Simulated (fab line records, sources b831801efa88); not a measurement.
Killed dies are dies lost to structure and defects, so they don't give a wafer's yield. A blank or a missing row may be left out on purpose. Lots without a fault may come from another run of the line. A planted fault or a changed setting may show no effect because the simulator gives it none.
A struck lot beside a sound one | flow gf180mcu | 14 steps out of a route of 602
Sound: wafers L311.4, L311.5, L311.6. Struck: wafers L314.1, L314.2, L314.4. The cause comes at the end.
At each step with rows: each side's tool, then ch and its chambers, then its first start. Under that, the readings that differ: sound wafers | struck wafers | difference of the means | sigmas: that difference in standard deviations of wafers without a fault.
alike: readings whose means differ by less than 2 such deviations, and words and numbers that are the same on both sides. not compared: withheld readings, readings that some wafer has no value for, bounds like >300 that may hide the same value, and numbers for which the record gives no deviation and whose values overlap.
The two part at a step that has a row with sigmas, a row that says differs or no value, or rows on one side only. Numbers that don't overlap but have no deviation are shown without sigmas and don't part them. A reading that every wafer of one side lacks parts them only if that side has two wafers or more.

first, 2 steps without rows for these wafers: GF_M4_CLEAN_19 (cleans in DIW); GF_V4_CVD_00 (deposits SiO2, target thk 600 nm, time 100 s).
GF_V4_THK_MEAS_01:
  sound on film_metro-01, day 26 19:00; struck on film_metro-01, day 27 15:14
  alike: V4_CVD_00_THK
GF_V4_CVD_02: deposits SiO2 from TEOS, target thk 850 nm, time 94.851 s.
  sound on pecvd-02 ch 0,1, day 26 19:04; struck on pecvd-02 ch 0,2, day 27 15:17
  alike: heater_power_w
GF_V4_THK_MEAS_03:
  sound on film_metro-01, day 26 19:10; struck on film_metro-02, day 27 15:22
  alike: V4_CVD_02_THK
GF_V4_CMP_04: polishes SiO2.
  sound on cmp-02 ch 0,2,3, day 26 19:21; struck on cmp-02 ch 0,2,3, day 27 15:36
  alike: edge_zone_pressure_frac, motor_current_A, retaining_ring_pressure_frac, time_to_endpoint_s
GF_V4_BOW_MEAS_05:
  sound on film_metro-03, day 26 19:34; struck on film_metro-02, day 27 15:51
  alike: V4_BOW
then, 5 steps without rows for these wafers: GF_V4_DEHYDRATE_06 (time 60 s); GF_V4_HMDS_07 (prime time 60 s); GF_V4_COAT_08; GF_V4_COAT_09 (resist thk 1000 nm); GF_V4_SOFTBAKE_10 (time 60 s).
GF_V4_EXPOSE_11: exposes mask Via4, target cd 260 nm.
  sound on krf_scanner-02 ch 0, day 27 05:11; struck on krf_scanner-02, day 28 01:38
  no value came back on the struck wafers for exposure_dose_mJ_cm2, focus_offset_nm (nm); on the sound wafers exposure_dose_mJ_cm2 reads 38.8 38.8 38.8
  alike: mask
then, 1 step without rows for these wafers: GF_V4_PEB_12 (peb time 90 s).

WHERE THEY PART
Only at GF_V4_EXPOSE_11, within this record.

WHY: what the simulator had put in
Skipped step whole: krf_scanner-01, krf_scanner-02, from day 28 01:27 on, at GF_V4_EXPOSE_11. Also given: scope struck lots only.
